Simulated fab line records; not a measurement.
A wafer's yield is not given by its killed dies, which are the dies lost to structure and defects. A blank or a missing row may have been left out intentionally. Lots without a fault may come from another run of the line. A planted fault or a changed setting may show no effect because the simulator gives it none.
fab line records || flow gf180mcu
record: {"lots": 5, "wafers": 15, "last-day": 34}
route steps=602 shown V4@485
lots that met no fault: from a run of the same line without faults
start-h: hours from the record's opening day to when the first of the lot's shown wafers began || wait-h: hours since the lot's step before || " unchanged from the row above || L1.1+2: one row covering several wafers at once || - either no value or no given start || * or withheld: withheld || < > ~ a bound
route shown NAME@n: NAME is a module with steps in the file, n the number in the route of the first one || usual: mean/standard deviation of fault-free wafers || same: alike in all rows || chamber/n: place in a boat || sites: each site's reading || _std_site: standard deviation across them || _edge_site: inner sites' mean taken away from outer sites' mean || radius-mm: for every site, how far away it sits from the centre of the wafer || mask NAME#n: copy n || behind: the most recent tool/chamber to have shaped the wafer || hold: why the lot went on hold/how many hours it stayed there/how the hold came to an end || device: the transistor (n, p or np) that didn't switch || end of line: tests run on the same wafers once the route is complete || where a step has no rows: the recipe by itself || killed: at the first sort, the dies lost to defects and structure; wafer yield is something else || map: a wafer's dies, marking killed ones x, the rest . and places with no die _
set.NAME: the setting as run; set.NAME@STEP: as run at that earlier step || model.NAME: the simulator's own value behind a step, which no gauge read
lots at selected steps of the route; one table per step, one row per wafer
services: a tool's chamber out of use, with start hour (start-h, from the record's first day; less than 0 if before it), hours out, and reason
== steps ==
step: GF_V4_COAT_09
recipe: {"resist": "KrF", "spin-rpm": "withheld", "resist-thk-nm": 1000}
step: GF_V4_SOFTBAKE_10
recipe: {"temp-c": 130, "time-s": 60, "resist": "KrF"}
step: GF_V4_EXPOSE_11
recipe: {"mask-id": "Via4", "target-cd-nm": 260, "na": 0.68, "source-shape": "conventional", "sigma-outer": 0.6, "dose-mj": 38}
step: GF_V4_PEB_12
recipe: {"peb-temp-c": 135, "peb-time-s": 90, "resist": "KrF"}
step: GF_V4_DEVELOP_13
recipe: {"develop-time-s": 60, "resist": "KrF", "dev-temp-c": 21}
step: GF_V4_CD_MEAS_14
recipe: {"target-cd-nm": 260}
usual: {"cd-nm": "260.2/1.3"}
{"lot.wafer": "L877.1", "tool": "cd-sem-01", "chamber": "-", "start-h": 560.32, "wait-h": 0.1, "cd-nm": 260.9}
{"lot.wafer": "L877.3", "tool": "cd-sem-01", "chamber": "-", "start-h": 560.32, "wait-h": 0.1, "cd-nm": 261.1}
{"lot.wafer": "L877.4", "tool": "cd-sem-01", "chamber": "-", "start-h": 560.32, "wait-h": 0.1, "cd-nm": 259.9}
{"lot.wafer": "L878.1", "tool": "cd-sem-02", "chamber": "-", "start-h": 577.59, "wait-h": 0.2, "cd-nm": 260.4}
{"lot.wafer": "L878.3", "tool": "cd-sem-02", "chamber": "-", "start-h": 577.59, "wait-h": 0.2, "cd-nm": 260.0}
{"lot.wafer": "L878.4", "tool": "cd-sem-02", "chamber": "-", "start-h": 577.59, "wait-h": 0.2, "cd-nm": 260.7}
{"lot.wafer": "L893.1", "tool": "cd-sem-02", "chamber": "-", "start-h": 693.61, "wait-h": 0.1, "cd-nm": 258.6}
{"lot.wafer": "L893.3", "tool": "cd-sem-02", "chamber": "-", "start-h": 693.61, "wait-h": 0.1, "cd-nm": 258.2}
{"lot.wafer": "L893.4", "tool": "cd-sem-02", "chamber": "-", "start-h": 693.61, "wait-h": 0.1, "cd-nm": 258.9}
{"lot.wafer": "L894.1", "tool": "cd-sem-01", "chamber": "-", "start-h": 701.36, "wait-h": 0.1, "cd-nm": 259.0}
{"lot.wafer": "L894.2", "tool": "cd-sem-01", "chamber": "-", "start-h": 701.36, "wait-h": 0.1, "cd-nm": 258.7}
{"lot.wafer": "L894.6", "tool": "cd-sem-01", "chamber": "-", "start-h": 701.36, "wait-h": 0.1, "cd-nm": 258.3}
{"lot.wafer": "L897.1", "tool": "cd-sem-01", "chamber": "-", "start-h": 716.42, "wait-h": 0.1, "cd-nm": 261.4}
{"lot.wafer": "L897.2", "tool": "cd-sem-01", "chamber": "-", "start-h": 716.42, "wait-h": 0.1, "cd-nm": 260.8}
{"lot.wafer": "L897.4", "tool": "cd-sem-01", "chamber": "-", "start-h": 716.42, "wait-h": 0.1, "cd-nm": 261.1}
step: GF_V4_OVL_MEAS_15
usual: {"V4_OVL": "2/4.2"}
{"lot.wafer": "L877.1", "tool": "overlay-01", "chamber": "-", "start-h": 560.44, "wait-h": 0.1, "V4_OVL[nm]": 0}
{"lot.wafer": "L877.3", "tool": "overlay-01", "chamber": "-", "start-h": 560.44, "wait-h": 0.1, "V4_OVL[nm]": 5}
{"lot.wafer": "L877.4", "tool": "overlay-01", "chamber": "-", "start-h": 560.44, "wait-h": 0.1, "V4_OVL[nm]": 9}
{"lot.wafer": "L878.1", "tool": "overlay-02", "chamber": "-", "start-h": 577.71, "wait-h": 0.1, "V4_OVL[nm]": 5}
{"lot.wafer": "L878.3", "tool": "overlay-02", "chamber": "-", "start-h": 577.71, "wait-h": 0.1, "V4_OVL[nm]": 4}
{"lot.wafer": "L878.4", "tool": "overlay-02", "chamber": "-", "start-h": 577.71, "wait-h": 0.1, "V4_OVL[nm]": 9}
{"lot.wafer": "L893.1", "tool": "overlay-02", "chamber": "-", "start-h": 693.73, "wait-h": 0.1, "V4_OVL[nm]": 10}
{"lot.wafer": "L893.3", "tool": "overlay-02", "chamber": "-", "start-h": 693.73, "wait-h": 0.1, "V4_OVL[nm]": 8}
{"lot.wafer": "L893.4", "tool": "overlay-02", "chamber": "-", "start-h": 693.73, "wait-h": 0.1, "V4_OVL[nm]": 3}
{"lot.wafer": "L894.1", "tool": "overlay-01", "chamber": "-", "start-h": 701.48, "wait-h": 0.1, "V4_OVL[nm]": 4}
{"lot.wafer": "L894.2", "tool": "overlay-01", "chamber": "-", "start-h": 701.48, "wait-h": 0.1, "V4_OVL[nm]": 5}
{"lot.wafer": "L894.6", "tool": "overlay-01", "chamber": "-", "start-h": 701.48, "wait-h": 0.1, "V4_OVL[nm]": 0}
{"lot.wafer": "L897.1", "tool": "overlay-02", "chamber": "-", "start-h": 716.54, "wait-h": 0.1, "V4_OVL[nm]": 2}
{"lot.wafer": "L897.2", "tool": "overlay-02", "chamber": "-", "start-h": 716.54, "wait-h": 0.1, "V4_OVL[nm]": 4}
{"lot.wafer": "L897.4", "tool": "overlay-02", "chamber": "-", "start-h": 716.54, "wait-h": 0.1, "V4_OVL[nm]": 1}
step: GF_V4_ETCH_16
recipe: {"chemistry": "N2/H2", "target-depth-a": "withheld", "overetch-a": "withheld", "time-s": "withheld", "target": "BARC", "ion-energy-ev": 200, "source-w": 500, "bias-w": 100, "pressure-mtorr": 30, "n2-flow-sccm": 100, "h2-flow-sccm": 200}
usual: {"drypump-motor-current-A": "5.6/0.35", "h2-flow-sccm": "200.0/0.62", "oes-product-au": "0.855/0.0045", "throttle-valve-pct": "13.225/0.0084"}
{"lot.wafer": "L877.1", "tool": "rie-diel-03", "chamber": 2, "start-h": 560.48, "wait-h": 0.0, "drypump-motor-current-A": 5.8, "h2-flow-sccm": 200.5, "oes-product-au": 0.863, "throttle-valve-pct": 13.219}
{"lot.wafer": "L877.3", "tool": "rie-diel-03", "chamber": 3, "start-h": 560.48, "wait-h": 0.0, "drypump-motor-current-A": 5.1, "h2-flow-sccm": 199.3, "oes-product-au": 0.852, "throttle-valve-pct": 13.216}
{"lot.wafer": "L877.4", "tool": "rie-diel-03", "chamber": 1, "start-h": 560.48, "wait-h": 0.0, "drypump-motor-current-A": 5.5, "h2-flow-sccm": 199.8, "oes-product-au": 0.851, "throttle-valve-pct": 13.235}
{"lot.wafer": "L878.1", "tool": "rie-diel-01", "chamber": 0, "start-h": 577.75, "wait-h": 0.0, "drypump-motor-current-A": 6.1, "h2-flow-sccm": 200.6, "oes-product-au": 0.855, "throttle-valve-pct": 13.226}
{"lot.wafer": "L878.3", "tool": "rie-diel-01", "chamber": 3, "start-h": 577.75, "wait-h": 0.0, "drypump-motor-current-A": 5.3, "h2-flow-sccm": 199.8, "oes-product-au": 0.854, "throttle-valve-pct": 13.215}
{"lot.wafer": "L878.4", "tool": "rie-diel-01", "chamber": 1, "start-h": 577.75, "wait-h": 0.0, "drypump-motor-current-A": 6.1, "h2-flow-sccm": 200.1, "oes-product-au": 0.859, "throttle-valve-pct": 13.220}
{"lot.wafer": "L893.1", "tool": "rie-diel-03", "chamber": 0, "start-h": 693.76, "wait-h": 0.0, "drypump-motor-current-A": 5.7, "h2-flow-sccm": 199.8, "oes-product-au": 0.860, "throttle-valve-pct": 13.235}
{"lot.wafer": "L893.3", "tool": "rie-diel-03", "chamber": 3, "start-h": 693.76, "wait-h": 0.0, "drypump-motor-current-A": 5.1, "h2-flow-sccm": 200.4, "oes-product-au": 0.856, "throttle-valve-pct": 13.217}
{"lot.wafer": "L893.4", "tool": "rie-diel-03", "chamber": 1, "start-h": 693.76, "wait-h": 0.0, "drypump-motor-current-A": 5.5, "h2-flow-sccm": 200.6, "oes-product-au": 0.858, "throttle-valve-pct": 13.229}
{"lot.wafer": "L894.1", "tool": "rie-diel-03", "chamber": 3, "start-h": 701.51, "wait-h": 0.0, "drypump-motor-current-A": 5.1, "h2-flow-sccm": 201.4, "oes-product-au": 0.860, "throttle-valve-pct": 13.222}
{"lot.wafer": "L894.2", "tool": "rie-diel-03", "chamber": 2, "start-h": 701.51, "wait-h": 0.0, "drypump-motor-current-A": 5.8, "h2-flow-sccm": 199.8, "oes-product-au": 0.854, "throttle-valve-pct": 13.231}
{"lot.wafer": "L894.6", "tool": "rie-diel-03", "chamber": 0, "start-h": 701.51, "wait-h": 0.0, "drypump-motor-current-A": 5.7, "h2-flow-sccm": 199.6, "oes-product-au": 0.853, "throttle-valve-pct": 13.229}
{"lot.wafer": "L897.1", "tool": "rie-diel-01", "chamber": 1, "start-h": 716.57, "wait-h": 0.0, "drypump-motor-current-A": 6.1, "h2-flow-sccm": 200.0, "oes-product-au": 0.851, "throttle-valve-pct": 13.206}
{"lot.wafer": "L897.2", "tool": "rie-diel-01", "chamber": 0, "start-h": 716.57, "wait-h": 0.0, "drypump-motor-current-A": 6.1, "h2-flow-sccm": 199.8, "oes-product-au": 0.855, "throttle-valve-pct": 13.226}
{"lot.wafer": "L897.4", "tool": "rie-diel-01", "chamber": 3, "start-h": 716.57, "wait-h": 0.0, "drypump-motor-current-A": 5.3, "h2-flow-sccm": 201.4, "oes-product-au": 0.856, "throttle-valve-pct": 13.227}
step: GF_V4_ETCH_17
recipe: {"chemistry": "C4F8/O2/Ar", "mask-material": "KrF", "target": "SiO2", "stop-on": "TiN", "source-w": 1500, "bias-w": 1200, "pressure-mtorr": 40, "c4f8-flow-sccm": "withheld", "O2_flow_sccm": 6, "Ar_flow_sccm": 300, "time-s": "withheld", "target-depth-a": 6300}
usual: {"oes-product-au": "0.856/0.0047"}
{"lot.wafer": "L877.1", "tool": "rie-diel-03", "chamber": 2, "start-h": "-", "wait-h": "-", "oes-product-au": 0.852}
{"lot.wafer": "L877.3", "tool": "rie-diel-03", "chamber": 3, "start-h": "-", "wait-h": "-", "oes-product-au": 0.855}
{"lot.wafer": "L877.4", "tool": "rie-diel-03", "chamber": 1, "start-h": "-", "wait-h": "-", "oes-product-au": 0.852}
{"lot.wafer": "L878.1", "tool": "rie-diel-01", "chamber": 0, "start-h": "-", "wait-h": "-", "oes-product-au": 0.845}
{"lot.wafer": "L878.3", "tool": "rie-diel-01", "chamber": 3, "start-h": "-", "wait-h": "-", "oes-product-au": 0.860}
{"lot.wafer": "L878.4", "tool": "rie-diel-01", "chamber": 1, "start-h": "-", "wait-h": "-", "oes-product-au": 0.855}
{"lot.wafer": "L893.1", "tool": "rie-diel-03", "chamber": 0, "start-h": "-", "wait-h": "-", "oes-product-au": 0.854}
{"lot.wafer": "L893.3", "tool": "rie-diel-03", "chamber": 3, "start-h": "-", "wait-h": "-", "oes-product-au": 0.852}
{"lot.wafer": "L893.4", "tool": "rie-diel-03", "chamber": 1, "start-h": "-", "wait-h": "-", "oes-product-au": 0.862}
{"lot.wafer": "L894.1", "tool": "rie-diel-03", "chamber": 3, "start-h": "-", "wait-h": "-", "oes-product-au": 0.871}
{"lot.wafer": "L894.2", "tool": "rie-diel-03", "chamber": 2, "start-h": "-", "wait-h": "-", "oes-product-au": 0.857}
{"lot.wafer": "L894.6", "tool": "rie-diel-03", "chamber": 0, "start-h": "-", "wait-h": "-", "oes-product-au": 0.854}
{"lot.wafer": "L897.1", "tool": "rie-diel-01", "chamber": 1, "start-h": "-", "wait-h": "-", "oes-product-au": 0.855}
{"lot.wafer": "L897.2", "tool": "rie-diel-01", "chamber": 0, "start-h": "-", "wait-h": "-", "oes-product-au": 0.858}
{"lot.wafer": "L897.4", "tool": "rie-diel-01", "chamber": 3, "start-h": "-", "wait-h": "-", "oes-product-au": 0.857}
step: GF_V4_STRIP_18
recipe: {"chemistry": "O2/N2", "power-w": 1400, "pressure-mtorr": 1500, "platen-temp-c": 250, "o2-flow-sccm": 3000, "n2-flow-sccm": 300, "overash-fraction": 0.5}
usual: {"drypump-motor-current-A": "5.8/0.4", "heater-power-w": "322/25", "o2-flow-sccm": "3000/8.8", "oes-product-au": "0.591/0.0044"}
{"lot.wafer": "L877.1", "tool": "plasma-asher-04", "chamber": 1, "start-h": 560.60, "wait-h": "-", "drypump-motor-current-A": 6.5, "heater-power-w": 384, "o2-flow-sccm": 2995, "oes-product-au": 0.590, "rf-hours-counter-h": 46}
{"lot.wafer": "L877.3", "tool": "plasma-asher-04", "chamber": 0, "start-h": 560.60, "wait-h": "-", "drypump-motor-current-A": 5.6, "heater-power-w": 324, "o2-flow-sccm": 3003, "oes-product-au": 0.589, "rf-hours-counter-h": "-"}
{"lot.wafer": "L877.4", "tool": "plasma-asher-04", "chamber": 1, "start-h": 560.60, "wait-h": "-", "drypump-motor-current-A": 6.5, "heater-power-w": 380, "o2-flow-sccm": 3007, "oes-product-au": 0.590, "rf-hours-counter-h": "-"}
{"lot.wafer": "L878.1", "tool": "plasma-asher-03", "chamber": 0, "start-h": 577.87, "wait-h": "-", "drypump-motor-current-A": 5.3, "heater-power-w": 344, "o2-flow-sccm": 3009, "oes-product-au": 0.590, "rf-hours-counter-h": 16}
{"lot.wafer": "L878.3", "tool": "plasma-asher-03", "chamber": 1, "start-h": 577.87, "wait-h": "-", "drypump-motor-current-A": 5.4, "heater-power-w": 321, "o2-flow-sccm": 2998, "oes-product-au": 0.589, "rf-hours-counter-h": "-"}
{"lot.wafer": "L878.4", "tool": "plasma-asher-03", "chamber": 0, "start-h": 577.87, "wait-h": "-", "drypump-motor-current-A": 5.3, "heater-power-w": 337, "o2-flow-sccm": 3007, "oes-product-au": 0.595, "rf-hours-counter-h": "-"}
{"lot.wafer": "L893.1", "tool": "plasma-asher-03", "chamber": 1, "start-h": 693.89, "wait-h": "-", "drypump-motor-current-A": 5.4, "heater-power-w": 320, "o2-flow-sccm": 2994, "oes-product-au": 0.595, "rf-hours-counter-h": 28}
{"lot.wafer": "L893.3", "tool": "plasma-asher-03", "chamber": 0, "start-h": 693.89, "wait-h": "-", "drypump-motor-current-A": 5.3, "heater-power-w": 344, "o2-flow-sccm": 3014, "oes-product-au": 0.593, "rf-hours-counter-h": "-"}
{"lot.wafer": "L893.4", "tool": "plasma-asher-03", "chamber": 1, "start-h": 693.89, "wait-h": "-", "drypump-motor-current-A": 5.4, "heater-power-w": 319, "o2-flow-sccm": 3010, "oes-product-au": 0.593, "rf-hours-counter-h": "-"}
{"lot.wafer": "L894.1", "tool": "plasma-asher-02", "chamber": 0, "start-h": 701.64, "wait-h": "-", "drypump-motor-current-A": 6.2, "heater-power-w": 319, "o2-flow-sccm": 3006, "oes-product-au": 0.588, "rf-hours-counter-h": 93}
{"lot.wafer": "L894.2", "tool": "plasma-asher-02", "chamber": 1, "start-h": 701.64, "wait-h": "-", "drypump-motor-current-A": 5.7, "heater-power-w": 295, "o2-flow-sccm": 3010, "oes-product-au": 0.595, "rf-hours-counter-h": 93}
{"lot.wafer": "L894.6", "tool": "plasma-asher-02", "chamber": 1, "start-h": 701.64, "wait-h": "-", "drypump-motor-current-A": 5.7, "heater-power-w": 299, "o2-flow-sccm": 2990, "oes-product-au": 0.583, "rf-hours-counter-h": "-"}
{"lot.wafer": "L897.1", "tool": "plasma-asher-02", "chamber": 1, "start-h": 716.70, "wait-h": "-", "drypump-motor-current-A": 5.7, "heater-power-w": 299, "o2-flow-sccm": 3022, "oes-product-au": 0.590, "rf-hours-counter-h": 95}
{"lot.wafer": "L897.2", "tool": "plasma-asher-02", "chamber": 0, "start-h": 716.70, "wait-h": "-", "drypump-motor-current-A": 6.2, "heater-power-w": 310, "o2-flow-sccm": 2991, "oes-product-au": 0.580, "rf-hours-counter-h": 95}
{"lot.wafer": "L897.4", "tool": "plasma-asher-02", "chamber": 1, "start-h": 716.70, "wait-h": "-", "drypump-motor-current-A": 5.7, "heater-power-w": 302, "o2-flow-sccm": 3008, "oes-product-au": 0.588, "rf-hours-counter-h": "-"}
step: GF_V4_STRIP_19
recipe: {"chemistry": "post-etch-residue-remover", "time-s": 1200, "temp-c": 72.5}
step: GF_V4_CLEAN_20
recipe: {"chemistry": "DIW", "dry": "n2-spin"}
step: GF_V4_SPUTTER_21
recipe: {"material": "Ti", "target-thk-nm": 15, "chamber-pressure-pa": 5, "power-w": 2500, "substrate-temp-c": 200, "time-s": 80.02}
usual: {"chamber-pressure-pa": "5.001/0.01", "throttle-valve-pct": "30.0/0.64"}
{"lot.wafer": "L877.1", "tool": "pvd-sputter-02", "chamber": "-", "start-h": 561.48, "wait-h": 0.0, "chamber-pressure-pa": 5.003, "throttle-valve-pct": 30.5, "model.Ti_of_V4_SPUTTER_21.thk-nm": 14.77}
{"lot.wafer": "L877.3", "tool": "pvd-sputter-02", "chamber": "-", "start-h": 561.48, "wait-h": 0.0, "chamber-pressure-pa": 4.989, "throttle-valve-pct": 30.0, "model.Ti_of_V4_SPUTTER_21.thk-nm": 14.79}
{"lot.wafer": "L877.4", "tool": "pvd-sputter-02", "chamber": "-", "start-h": 561.48, "wait-h": 0.0, "chamber-pressure-pa": 4.988, "throttle-valve-pct": 30.4, "model.Ti_of_V4_SPUTTER_21.thk-nm": 15.12}
{"lot.wafer": "L878.1", "tool": "pvd-sputter-01", "chamber": "-", "start-h": 578.84, "wait-h": 0.0, "chamber-pressure-pa": 5.002, "throttle-valve-pct": 29.2, "model.Ti_of_V4_SPUTTER_21.thk-nm": 15.34}
{"lot.wafer": "L878.3", "tool": "pvd-sputter-01", "chamber": "-", "start-h": 578.84, "wait-h": 0.0, "chamber-pressure-pa": 5.012, "throttle-valve-pct": 30.0, "model.Ti_of_V4_SPUTTER_21.thk-nm": 15.28}
{"lot.wafer": "L878.4", "tool": "pvd-sputter-01", "chamber": "-", "start-h": 578.84, "wait-h": 0.0, "chamber-pressure-pa": 5.011, "throttle-valve-pct": 29.9, "model.Ti_of_V4_SPUTTER_21.thk-nm": 15.1}
{"lot.wafer": "L893.1", "tool": "pvd-sputter-02", "chamber": "-", "start-h": 694.46, "wait-h": 0.0, "chamber-pressure-pa": 4.998, "throttle-valve-pct": 30.2, "model.Ti_of_V4_SPUTTER_21.thk-nm": 14.95}
{"lot.wafer": "L893.3", "tool": "pvd-sputter-02", "chamber": "-", "start-h": 694.46, "wait-h": 0.0, "chamber-pressure-pa": 4.997, "throttle-valve-pct": 30.7, "model.Ti_of_V4_SPUTTER_21.thk-nm": 15.01}
{"lot.wafer": "L893.4", "tool": "pvd-sputter-02", "chamber": "-", "start-h": 694.46, "wait-h": 0.0, "chamber-pressure-pa": 4.995, "throttle-valve-pct": 30.8, "model.Ti_of_V4_SPUTTER_21.thk-nm": 26.02}
{"lot.wafer": "L894.1", "tool": "pvd-sputter-01", "chamber": "-", "start-h": 702.18, "wait-h": 0.0, "chamber-pressure-pa": 4.997, "throttle-valve-pct": 29.2, "model.Ti_of_V4_SPUTTER_21.thk-nm": 15.19}
{"lot.wafer": "L894.2", "tool": "pvd-sputter-01", "chamber": "-", "start-h": 702.18, "wait-h": 0.0, "chamber-pressure-pa": 5.002, "throttle-valve-pct": 30.1, "model.Ti_of_V4_SPUTTER_21.thk-nm": 15.12}
{"lot.wafer": "L894.6", "tool": "pvd-sputter-01", "chamber": "-", "start-h": 702.18, "wait-h": 0.0, "chamber-pressure-pa": 5.021, "throttle-valve-pct": 30.2, "model.Ti_of_V4_SPUTTER_21.thk-nm": 15.06}
{"lot.wafer": "L897.1", "tool": "pvd-sputter-03", "chamber": "-", "start-h": 717.24, "wait-h": 0.0, "chamber-pressure-pa": 4.994, "throttle-valve-pct": 28.8, "model.Ti_of_V4_SPUTTER_21.thk-nm": 15.32}
{"lot.wafer": "L897.2", "tool": "pvd-sputter-03", "chamber": "-", "start-h": 717.24, "wait-h": 0.0, "chamber-pressure-pa": 4.998, "throttle-valve-pct": 30.5, "model.Ti_of_V4_SPUTTER_21.thk-nm": 15.37}
{"lot.wafer": "L897.4", "tool": "pvd-sputter-03", "chamber": "-", "start-h": 717.24, "wait-h": 0.0, "chamber-pressure-pa": 4.993, "throttle-valve-pct": 29.9, "model.Ti_of_V4_SPUTTER_21.thk-nm": 15.47}
step: GF_V4_SPUTTER_22
recipe: {"material": "TiN", "target-thk-nm": 10, "chamber-pressure-pa": 5, "power-w": 4000, "time-s": 40}
usual: {"chamber-pressure-pa": "4.998/0.0098", "throttle-valve-pct": "30.0/0.64"}
{"lot.wafer": "L877.1", "tool": "pvd-sputter-02", "chamber": "-", "start-h": 561.54, "wait-h": 0.0, "chamber-pressure-pa": 4.988, "throttle-valve-pct": 30.5}
{"lot.wafer": "L877.3", "tool": "pvd-sputter-02", "chamber": "-", "start-h": 561.54, "wait-h": 0.0, "chamber-pressure-pa": 4.987, "throttle-valve-pct": 30.3}
{"lot.wafer": "L877.4", "tool": "pvd-sputter-02", "chamber": "-", "start-h": 561.54, "wait-h": 0.0, "chamber-pressure-pa": 5.002, "throttle-valve-pct": 30.5}
{"lot.wafer": "L878.1", "tool": "pvd-sputter-01", "chamber": "-", "start-h": 578.90, "wait-h": 0.0, "chamber-pressure-pa": 5.011, "throttle-valve-pct": 29.2}
{"lot.wafer": "L878.3", "tool": "pvd-sputter-01", "chamber": "-", "start-h": 578.90, "wait-h": 0.0, "chamber-pressure-pa": 4.993, "throttle-valve-pct": 30.5}
{"lot.wafer": "L878.4", "tool": "pvd-sputter-01", "chamber": "-", "start-h": 578.90, "wait-h": 0.0, "chamber-pressure-pa": 5.013, "throttle-valve-pct": 29.9}
{"lot.wafer": "L893.1", "tool": "pvd-sputter-02", "chamber": "-", "start-h": 694.52, "wait-h": 0.0, "chamber-pressure-pa": 5.006, "throttle-valve-pct": 30.2}
{"lot.wafer": "L893.3", "tool": "pvd-sputter-02", "chamber": "-", "start-h": 694.52, "wait-h": 0.0, "chamber-pressure-pa": 4.997, "throttle-valve-pct": 30.3}
{"lot.wafer": "L893.4", "tool": "pvd-sputter-02", "chamber": "-", "start-h": 694.52, "wait-h": 0.0, "chamber-pressure-pa": 4.994, "throttle-valve-pct": 30.6}
{"lot.wafer": "L894.1", "tool": "pvd-sputter-01", "chamber": "-", "start-h": 702.24, "wait-h": 0.0, "chamber-pressure-pa": 5.010, "throttle-valve-pct": 29.7}
{"lot.wafer": "L894.2", "tool": "pvd-sputter-01", "chamber": "-", "start-h": 702.24, "wait-h": 0.0, "chamber-pressure-pa": 5.007, "throttle-valve-pct": 30.1}
{"lot.wafer": "L894.6", "tool": "pvd-sputter-01", "chamber": "-", "start-h": 702.24, "wait-h": 0.0, "chamber-pressure-pa": 5.010, "throttle-valve-pct": 30.0}
{"lot.wafer": "L897.1", "tool": "pvd-sputter-03", "chamber": "-", "start-h": 717.30, "wait-h": 0.0, "chamber-pressure-pa": 5.003, "throttle-valve-pct": 29.0}
{"lot.wafer": "L897.2", "tool": "pvd-sputter-03", "chamber": "-", "start-h": 717.30, "wait-h": 0.0, "chamber-pressure-pa": 4.992, "throttle-valve-pct": 30.4}
{"lot.wafer": "L897.4", "tool": "pvd-sputter-03", "chamber": "-", "start-h": 717.30, "wait-h": 0.0, "chamber-pressure-pa": 4.985, "throttle-valve-pct": 29.6}
== services ==
{"tool": "pvd-sputter-01", "chamber": 1, "start-h": 540.00, "hours": "-", "kind": "consumable-replace:kit"}
{"tool": "pvd-sputter-01", "chamber": 1, "start-h": 540.00, "hours": 18.0, "kind": "scheduled-down"}
{"tool": "pvd-sputter-01", "chamber": 1, "start-h": 540.00, "hours": 18.0, "kind": "vent-cycle"}
{"tool": "pvd-sputter-01", "chamber": "-", "start-h": 558.45, "hours": 2.4, "kind": "repair"}
{"tool": "rie-diel-01", "chamber": 3, "start-h": 562.42, "hours": 2.1, "kind": "repair"}
{"tool": "pvd-sputter-03", "chamber": "-", "start-h": 568.47, "hours": 1.4, "kind": "repair"}
{"tool": "pvd-sputter-01", "chamber": "-", "start-h": 571.47, "hours": 1.0, "kind": "repair"}
{"tool": "rie-diel-01", "chamber": 2, "start-h": 572.28, "hours": "-", "kind": "clean"}
{"tool": "rie-diel-01", "chamber": 2, "start-h": 572.28, "hours": 22.2, "kind": "scheduled-down"}
{"tool": "rie-diel-01", "chamber": 2, "start-h": 572.28, "hours": 22.2, "kind": "vent-cycle"}
{"tool": "pvd-sputter-02", "chamber": 2, "start-h": 575.13, "hours": "-", "kind": "consumable-replace:kit"}
{"tool": "rie-diel-03", "chamber": 2, "start-h": 586.66, "hours": 5.7, "kind": "repair"}
{"tool": "rie-diel-03", "chamber": "-", "start-h": 587.67, "hours": 4.2, "kind": "repair"}
{"tool": "rie-diel-01", "chamber": 0, "start-h": 600.57, "hours": 3.7, "kind": "repair"}
{"tool": "pvd-sputter-03", "chamber": "-", "start-h": 604.82, "hours": 5.8, "kind": "repair"}
{"tool": "rie-diel-03", "chamber": 2, "start-h": 616.10, "hours": 18.2, "kind": "repair"}
{"tool": "plasma-asher-04", "chamber": "-", "start-h": 625.31, "hours": 2.8, "kind": "pm"}
{"tool": "pvd-sputter-02", "chamber": "-", "start-h": 642.55, "hours": 11.0, "kind": "repair"}
{"tool": "pvd-sputter-02", "chamber": "-", "start-h": 676.62, "hours": 7.3, "kind": "repair"}
{"tool": "rie-diel-01", "chamber": "-", "start-h": 682.11, "hours": 2.8, "kind": "pm"}
{"tool": "plasma-asher-03", "chamber": "-", "start-h": 683.92, "hours": 2.4, "kind": "repair"}
{"tool": "rie-diel-01", "chamber": 0, "start-h": 685.30, "hours": 9.9, "kind": "repair"}
{"tool": "plasma-asher-03", "chamber": "-", "start-h": 686.02, "hours": 1.1, "kind": "repair"}
{"tool": "pvd-sputter-01", "chamber": "-", "start-h": 709.92, "hours": 4.0, "kind": "repair"}
== key ==
first-sign none at tools or gauges
model-effect: {"step": "GF_V4_SPUTTER_21", "value": "Ti_of_V4_SPUTTER_21.thk-nm", "without": 15.24, "struck": 26.02}
met-at GF_V4_SPUTTER_21
struck-wafers L893.4
onset-between 561.48 694.46
fault: {"kind": "process-parameter-drift", "tool": "pvd-sputter-02", "chamber": "-", "onset-h": 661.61, "steps": "GF_V4_SPUTTER_21", "channel": "target-thk-nm", "offset": 10.778, "shape": "step", "end-h": 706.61, "scope": "struck-wafers-only", "acts-in": "these-recipes-only", "stated": 15}
